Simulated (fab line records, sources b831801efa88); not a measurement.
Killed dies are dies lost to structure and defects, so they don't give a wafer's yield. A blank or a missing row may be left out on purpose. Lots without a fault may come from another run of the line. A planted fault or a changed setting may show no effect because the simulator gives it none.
Which tool did it? | flow gf180mcu | 6 lots, 18 wafers sampled, at 3 steps of a route of 602

WHAT THE GAUGES READ, wafer by wafer
GF_M2_CD_MEAS_14: target cd 280 nm.
lot  | measured     | on        | cd_nm (nm)
L292 | day 20 13:44 | cd_sem-02 | 278.8 280.4 278.4
L295 | day 21 18:11 | cd_sem-02 | 277.8 278.4 278.6
L297 | day 22 19:40 | cd_sem-01 | 280.7 282.2 281.8
L303 | day 24 15:07 | cd_sem-01 | 279.2 279.4 278.9
L305 | day 25 11:56 | cd_sem-02 | 265.5 254.5 243.2
L311 | day 27 03:11 | cd_sem-01 | 281.2 281.9 282.4

WHICH TOOL RAN EACH LOT (tool, then ch and the chambers of the sampled wafers, then the start)
lot  | GF_V1_STRIP_18                       | GF_M2_EXPOSE_11
L292 | plasma_asher-01 ch 0,1, day 19 11:51 | krf_scanner-02 ch 0, day 20 01:41
L295 | plasma_asher-01 ch 0,1, day 20 17:51 | krf_scanner-01 ch 0, day 21 07:12
L297 | plasma_asher-02 ch 0,1, day 21 18:16 | krf_scanner-01 ch 0, day 22 07:56
L303 | plasma_asher-03 ch 0,1, day 23 15:08 | krf_scanner-02 ch 0, day 24 04:01
L305 | plasma_asher-01 ch 0,1, day 24 12:50 | krf_scanner-01 ch 0, day 25 00:48
L311 | plasma_asher-03 ch 0,1, day 26 05:45 | krf_scanner-02 ch 0, day 26 17:52
- GF_V1_STRIP_18: strips in O2/N2.
- GF_M2_EXPOSE_11: exposes mask Metal2, target cd 280 nm.

THE ANSWER, worked out from the rows above alone
Rule: what is usual is taken from the lots themselves. Put in order of their means at a reading, lots are off if they are a third of the lots or fewer, leave a main group of 4 or more, and stand apart from it by a gap of 3 or more times the standard deviation of the main group's means; of several such gaps the widest counts. A main group whose means are all the same, to the digits that the tables above print for the reading, isn't used. A lot without any number at a reading at which 4 lots or more have one is off too. The other lots that the step has rows for count as sound.
Off: L305, at GF_M2_CD_MEAS_14 (cd_nm). The main group: mean 280.0 nm, standard deviation 1.4.
A tool fits if, at a process step before that reading, it ran every lot that is off, and no sound lot after the first of them. The gauges at GF_M2_CD_MEAS_14 are tried like those tools. Can't be told from this: 3 tools fit, plasma_asher-01 at GF_V1_STRIP_18, krf_scanner-01 at GF_M2_EXPOSE_11, cd_sem-02 at GF_M2_CD_MEAS_14.

WHAT THE SIMULATOR HAD PUT IN
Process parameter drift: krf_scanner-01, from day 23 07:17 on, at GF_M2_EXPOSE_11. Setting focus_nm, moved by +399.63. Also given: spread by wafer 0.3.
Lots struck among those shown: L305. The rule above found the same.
